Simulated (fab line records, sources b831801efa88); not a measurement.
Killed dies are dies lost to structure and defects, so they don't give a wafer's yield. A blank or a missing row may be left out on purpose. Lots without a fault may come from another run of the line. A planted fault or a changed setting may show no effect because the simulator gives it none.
Which tool did it? | flow gf180mcu | 12 lots, 36 wafers sampled, at 5 steps of a route of 602

WHAT THE GAUGES READ, wafer by wafer
GF_CONTACT_RS_MEAS_25: measures by four-point-probe. Usual: CONTACT_W_RS 0.376 ohm/sq, standard deviation 0.0083.
lot  | measured     | on            | CONTACT_W_RS (ohm/sq)               | flag
L237 | day 16 09:16 | film_metro-03 | 0.384 0.383 0.367                   |
L239 | day 17 03:47 | film_metro-01 | 0.384 0.385 0.386                   |
L240 | day 17 10:20 | film_metro-03 | 0.380 0.376 0.357                   |
L243 | day 18 17:29 | film_metro-01 | 0.379 0.385 0.378                   |
L245 | day 20 01:13 | film_metro-03 | 0.377 0.380 0.380                   |
L246 | day 20 09:13 | film_metro-01 | 0.377 0.380 0.379                   |
L247 | day 20 13:26 | film_metro-02 | 0.411 0.404 0.378 0.411 0.405 0.378 |
L249 | day 21 05:44 | film_metro-01 | 0.378 0.414 0.380 0.379 0.414 0.381 |
L251 | day 21 20:09 | film_metro-03 | 0.382 0.365 0.376                   |
L257 | day 23 14:15 | film_metro-03 | 0.371 0.381 0.362                   |
L258 | day 23 21:04 | film_metro-02 | 0.384 0.383 0.384                   |
L259 | day 24 08:22 | film_metro-02 | 0.383 0.380 0.382                   |

GF_CONTACT_THK_MEAS_26: measures by xrf. Usual: CONTACT_W_THK 314 nm, standard deviation 7.2.
lot  | measured     | on            | CONTACT_W_THK (nm)      | flag
L237 | day 16 09:23 | film_metro-03 | 307 309 322             |
L239 | day 17 03:53 | film_metro-01 | 309 310 308             |
L240 | day 17 10:27 | film_metro-03 | 309 313 328             |
L243 | day 18 17:35 | film_metro-01 | 311 306 313             |
L245 | day 20 01:20 | film_metro-03 | 314 312 312             |
L246 | day 20 09:19 | film_metro-01 | 314 309 312             |
L247 | day 20 16:31 | film_metro-02 | 286 291 311 286 292 312 |
L249 | day 21 11:49 | film_metro-01 | 311 284 308 310 285 310 |
L251 | day 21 20:14 | film_metro-03 | 313 325 315             |
L257 | day 23 14:22 | film_metro-03 | 318 309 325             |
L258 | day 23 21:11 | film_metro-02 | 307 309 308             |
L259 | day 24 08:28 | film_metro-02 | 309 309 309             |

WHICH TOOL RAN EACH LOT (tool, then ch and the chambers of the sampled wafers, then the start)
lot  | GF_PSD_RTA_13                    | GF_CONTACT_CVD_02               | GF_CONTACT_CVD_24
L237 | rtp_anneal-02 ch 0, day 14 10:53 | pecvd-02 ch 0,1, day 15 09:19   | cvd_w-01 ch 0,1, day 16 09:10
L239 | rtp_anneal-01 ch 0, day 15 05:17 | pecvd-02 ch 0,2, day 16 04:13   | cvd_w-02 ch 0,1, day 17 03:40
L240 | rtp_anneal-02 ch 0, day 15 11:11 | pecvd-03 ch 0,1, day 16 10:12   | cvd_w-01 ch 0,1, day 17 10:14
L243 | rtp_anneal-02 ch 0, day 16 17:13 | pecvd-03 ch 0,1, day 17 16:43   | cvd_w-02 ch 0,1, day 18 17:23
L245 | rtp_anneal-01 ch 0, day 17 23:26 | pecvd-04 ch 1,2, day 19 00:10   | cvd_w-02 ch 0,1, day 20 01:07
L246 | rtp_anneal-01 ch 0, day 18 06:05 | pecvd-02 ch 0,1,2, day 19 07:17 | cvd_w-02 ch 0,1, day 20 09:05
L247 | rtp_anneal-02 ch 0, day 18 10:32 | pecvd-02 ch 0,1,2, day 19 11:47 | cvd_w-02 ch 0,1, day 20 13:20
L249 | rtp_anneal-01 ch 0, day 19 02:35 | pecvd-03 ch 1,2, day 20 03:59   | cvd_w-02 ch 0,1, day 21 05:38
L251 | rtp_anneal-01 ch 0, day 19 18:26 | pecvd-02 ch 0,1,2, day 20 19:29 | cvd_w-01 ch 0,1, day 21 20:01
L257 | rtp_anneal-01 ch 0, day 21 13:34 | pecvd-02 ch 0,1,2, day 22 14:23 | cvd_w-01 ch 0,1, day 23 14:09
L258 | rtp_anneal-02 ch 0, day 21 20:06 | pecvd-04 ch 1,2, day 22 20:57   | cvd_w-01 ch 1, day 23 20:57
L259 | rtp_anneal-01 ch 0, day 22 08:22 | pecvd-02 ch 0,2, day 23 08:30   | cvd_w-02 ch 0, day 24 08:14
- GF_PSD_RTA_13: time 20 s.
- GF_CONTACT_CVD_02: deposits SiO2 from TEOS, target thk 860 nm, time 95.992 s.
- GF_CONTACT_CVD_24: deposits W, target thk 300 nm, time 90.339 s.

WHAT THE TOOLS THEMSELVES READ (means of the sampled wafers that have a number; where no wafer has one, the mark that the record gives instead)
GF_PSD_RTA_13. Usual: lamp_power_pct 32 %, standard deviation 3.5; wafer_temp_C_max 1032.0, standard deviation 2.2.
lot  | tool          | lamp_power_pct (%) | wafer_temp_C_max | flag
L237 | rtp_anneal-02 | 37                 | 1029.8           |
L239 | rtp_anneal-01 | 29                 | 1032.1           |
L240 | rtp_anneal-02 | 36                 | 1029.8           |
L243 | rtp_anneal-02 | 36                 | 1030.4           |
L245 | rtp_anneal-01 | 29                 | 1033.5           |
L246 | rtp_anneal-01 | 29                 | 1032.6           |
L247 | rtp_anneal-02 | 37                 | 1029.9           |
L249 | rtp_anneal-01 | 29                 | 1033.1           |
L251 | rtp_anneal-01 | 29                 | 1033.7           |
L257 | rtp_anneal-01 | 29                 | 1032.4           |
L258 | rtp_anneal-02 | 36                 | 1028.9           |
L259 | rtp_anneal-01 | 29                 | 1034.1           |

GF_CONTACT_CVD_02. Usual: heater_power_w 659 W, standard deviation 100; susceptor_temp_C 399.96 C, standard deviation 0.22.
lot  | tool     | heater_power_w (W) | susceptor_temp_C (C) | flag
L237 | pecvd-02 | 691                | 400.17               |
L239 | pecvd-02 | 688                | 400.03               |
L240 | pecvd-03 | 680                | 399.99               |
L243 | pecvd-03 | 584                | 400.27               |
L245 | pecvd-04 | 741                | 399.97               |
L246 | pecvd-02 | 640                | 400.00               |
L247 | pecvd-02 | 624                | 400.07               |
L249 | pecvd-03 | 672                | 399.95               |
L251 | pecvd-02 | 638                | 399.99               |
L257 | pecvd-02 | 601                | 399.95               |
L258 | pecvd-04 | 686                | 400.08               |
L259 | pecvd-02 | 630                | 399.95               |

GF_CONTACT_CVD_24. Usual: chamber_pressure_Torr 39.99 Torr, standard deviation 0.078; heater_power_w 742 W, standard deviation 89; susceptor_temp_C 400.06 C, standard deviation 0.25.
lot  | tool     | chamber_pressure_Torr (Torr) | heater_power_w (W) | susceptor_temp_C (C) | flag
L237 | cvd_w-01 | 39.92                        | 747                | 399.77               |
L239 | cvd_w-02 | 39.95                        | 826                | 400.06               |
L240 | cvd_w-01 | 40.00                        | 755                | 399.96               |
L243 | cvd_w-02 | 39.95                        | 729                | 400.36               |
L245 | cvd_w-02 | 40.01                        | 727                | 400.30               |
L246 | cvd_w-02 | 39.97                        | 794                | 400.12               |
L247 | cvd_w-02 | 36.14                        | 790                | 399.63               | OFF
L249 | cvd_w-02 | 38.06                        | 735                | 400.08               | OFF
L251 | cvd_w-01 | 40.07                        | 754                | 399.86               |
L257 | cvd_w-01 | 40.03                        | 701                | 400.24               |
L258 | cvd_w-01 | 40.08                        | 813                | 399.72               |
L259 | cvd_w-02 | 39.91                        | 678                | 399.95               |

THE ANSWER, worked out from the rows above alone
Rule: a lot is off if the mean of its wafers that have a number lies more than 3 standard deviations from the usual mean. A lot without any number at a reading at which 4 lots or more have one is off too. The other lots that the step has rows for count as sound. The gauges are gone through in route order, then the tools' own readings, and for those a lot's mean is taken as printed above. The first step at which some lot is off is used, and at that step the reading that is off furthest; a lot without a number counts as furthest.
Off: L247, L249, at GF_CONTACT_CVD_24 (chamber_pressure_Torr).
A tool fits if, at that step or a process step before it, it ran every lot that is off, and no sound lot after the first of them. None of those tried fits.

WHAT THE SIMULATOR HAD PUT IN
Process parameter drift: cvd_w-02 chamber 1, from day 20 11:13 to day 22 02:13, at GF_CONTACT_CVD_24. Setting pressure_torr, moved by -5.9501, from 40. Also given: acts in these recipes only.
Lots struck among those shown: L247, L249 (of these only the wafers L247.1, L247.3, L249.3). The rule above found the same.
